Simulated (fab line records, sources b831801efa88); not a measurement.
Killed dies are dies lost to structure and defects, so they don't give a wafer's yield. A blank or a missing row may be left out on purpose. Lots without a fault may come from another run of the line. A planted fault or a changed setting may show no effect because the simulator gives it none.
Which tool did it? | flow gf180mcu | 6 lots, 18 wafers sampled, at 4 steps of a route of 602

WHAT THE GAUGES READ, wafer by wafer
GF_V3_CD_MEAS_14: target cd 260 nm.
lot  | measured     | on        | cd_nm (nm)
L162 | day 23 21:42 | cd_sem-02 | 259.2 257.9 259.7
L169 | day 26 12:18 | cd_sem-02 | 260.1 260.2 259.6
L171 | day 26 20:37 | cd_sem-02 | 261.6 260.4 265.1
L173 | day 27 11:47 | cd_sem-01 | 264.6 260.1 265.2
L180 | day 29 11:16 | cd_sem-01 | 260.0 261.0 261.0
L182 | day 29 19:23 | cd_sem-02 | 261.7 261.9 262.3

WHICH TOOL RAN EACH LOT (tool, then ch and the chambers of the sampled wafers, then the start)
lot  | GF_V2_STRIP_18                       | GF_V2_CVD_23                  | GF_V3_EXPOSE_11
L162 | plasma_asher-03 ch 0,1, day 21 20:22 | cvd_w-01 ch 0,1, day 21 21:01 | krf_scanner-01 ch 0, day 23 10:22
L169 | plasma_asher-03 ch 0,1, day 24 15:10 | cvd_w-01 ch 0,1, day 24 15:50 | krf_scanner-01 ch 0, day 26 01:35
L171 | plasma_asher-03 ch 0,1, day 24 22:47 | cvd_w-02 ch 0,1, day 24 23:29 | krf_scanner-01 ch 0, day 26 10:42
L173 | plasma_asher-03 ch 0,1, day 25 15:35 | cvd_w-01 ch 0, day 25 16:14   | krf_scanner-01 ch 0, day 27 02:08
L180 | plasma_asher-03 ch 0,1, day 27 17:17 | cvd_w-02 ch 0,1, day 27 17:56 | krf_scanner-02 ch 0, day 29 01:59
L182 | plasma_asher-03 ch 0, day 28 02:44   | cvd_w-01 ch 0,1, day 28 03:23 | krf_scanner-02 ch 0, day 29 10:02
- GF_V2_STRIP_18: strips in O2/N2.
- GF_V2_CVD_23: deposits W, target thk 350 nm, time 104.94 s.
- GF_V3_EXPOSE_11: exposes mask Via3, target cd 260 nm.

THE ANSWER, worked out from the rows above alone
Rule: what is usual is taken from the lots themselves. Put in order of their means at a reading, lots are off if they are a third of the lots or fewer, leave a main group of 4 or more, and stand apart from it by a gap of 3 or more times the standard deviation of the main group's means; of several such gaps the widest counts. A main group whose means are all the same, to the digits that the tables above print for the reading, isn't used. A lot without any number at a reading at which 4 lots or more have one is off too. The other lots that the step has rows for count as sound.
No lot is off at any reading shown: from this, nothing can be told.

WHAT THE SIMULATOR HAD PUT IN
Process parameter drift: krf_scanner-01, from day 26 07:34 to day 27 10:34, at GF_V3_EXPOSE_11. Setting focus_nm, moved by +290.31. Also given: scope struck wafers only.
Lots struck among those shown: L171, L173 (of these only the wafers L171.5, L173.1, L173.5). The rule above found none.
